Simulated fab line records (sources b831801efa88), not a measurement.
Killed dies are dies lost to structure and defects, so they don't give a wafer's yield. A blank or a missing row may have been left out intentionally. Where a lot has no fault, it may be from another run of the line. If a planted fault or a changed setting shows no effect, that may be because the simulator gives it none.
Code-filled problem report in 8D (eight disciplines) form + flow sky130 + the parts of the form that need people (team, actions taken, sign-off) are left out

== 1. WHAT WENT WRONG ==
Mean of chamber pressure pa at SKY_METAL5_SPUTTER_00: 0.2811 Pa across 2 wafers in 2 lots; on wafers with no fault it is 0.3999 Pa (standard deviation 0.00091). So: -99 or more standard deviations from the usual mean.
The step: material Ti, target thk 15 nm, time 10 s.
First seen on wafer L593.1, day 45 08:10, on pvd sputter-03. The record holds 36 wafers of 12 lots with a number at this step. By rule, "out" or "out of limits" means more than 4 standard deviations away from the usual mean. All remaining wafers that have a number are taken as sound.

== 2. WHAT IT IS, WHAT IT ISN'T ==
| question                    | is                                      | is not                                                                                                                    |
|-----------------------------|-----------------------------------------|---------------------------------------------------------------------------------------------------------------------------|
| which readings at this step | chamber pressure pa, throttle valve pct | -                                                                                                                         |
| which lots                  | L593, L596                              | L584, L597, L599, L600, L601, L602, L603, L604, L605, L606                                                                |
| which wafers of those lots  | L593.1, L596.1                          | L593.4, L593.5, L596.2, L596.4                                                                                            |
| read on which tools         | pvd sputter-03                          | pvd sputter-02, pvd sputter-04                                                                                            |
| when                        | from day 45 08:10                       | up to then (5 sound wafers); but 29 sound wafers of L596, L597, L599, L600, L601, L602, L603, L604, L605, L606 came after |

== 3. SUSPECTS, AND WHAT RULES EACH OUT ==
Counting: if a tool at a process step up to the reading ran every lot that is out, it stays a suspect. Sound lots after the first of them don't rule it out here, since some wafers of a struck lot are sound.
- pvd sputter-03 at SKY_METAL5_SPUTTER_00 (material Ti, target thk 15 nm, time 10 s): kept. It ran every lot that is out, first L593 (day 45 08:10). Out on those wafers are its own readings of chamber pressure pa, throttle valve pct.
After counting, what remains is pvd sputter-03 at SKY_METAL5_SPUTTER_00.

== 4. THE CAUSE (what the simulator had put in) ==
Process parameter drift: pvd sputter-03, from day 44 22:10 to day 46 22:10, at SKY_METAL5_SPUTTER_00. Setting chamber pressure pa, moved by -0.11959, from 0.4. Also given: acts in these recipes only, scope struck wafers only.
This tool alone remained once counting was done.

== 5. THE EFFECT CHAIN, in route order ==
Each row: a reading whose mean over the struck wafers that have a number lies more than 3 standard deviations from the usual. Only readings whose record carries a usual standard deviation are examined. hours: median over the lots of the time between each lot's start at the first step of this table that gives one and its start at this step. sigmas: the change, counted in usual standard deviations.
| hours | step                  | reading             | usual     | on struck wafers | change  | sigmas      |
|-------|-----------------------|---------------------|-----------|------------------|---------|-------------|
| 0     | SKY_METAL5_SPUTTER_00 | chamber pressure pa | 0.3999 Pa | 0.2811           | -0.1188 | -99 or more |
| 0     | SKY_METAL5_SPUTTER_00 | throttle valve pct  | 29.8 %    | 36.2             | +6.4    | +4.5        |
The process steps in it:
- SKY_METAL5_SPUTTER_00: material Ti, target thk 15 nm, time 10 s.

== 6. WHAT WOULD HAVE CAUGHT IT SOONER ==
First out-of-limits reading in this record: day 45 08:10, which is 10 hours after fault onset at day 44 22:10.
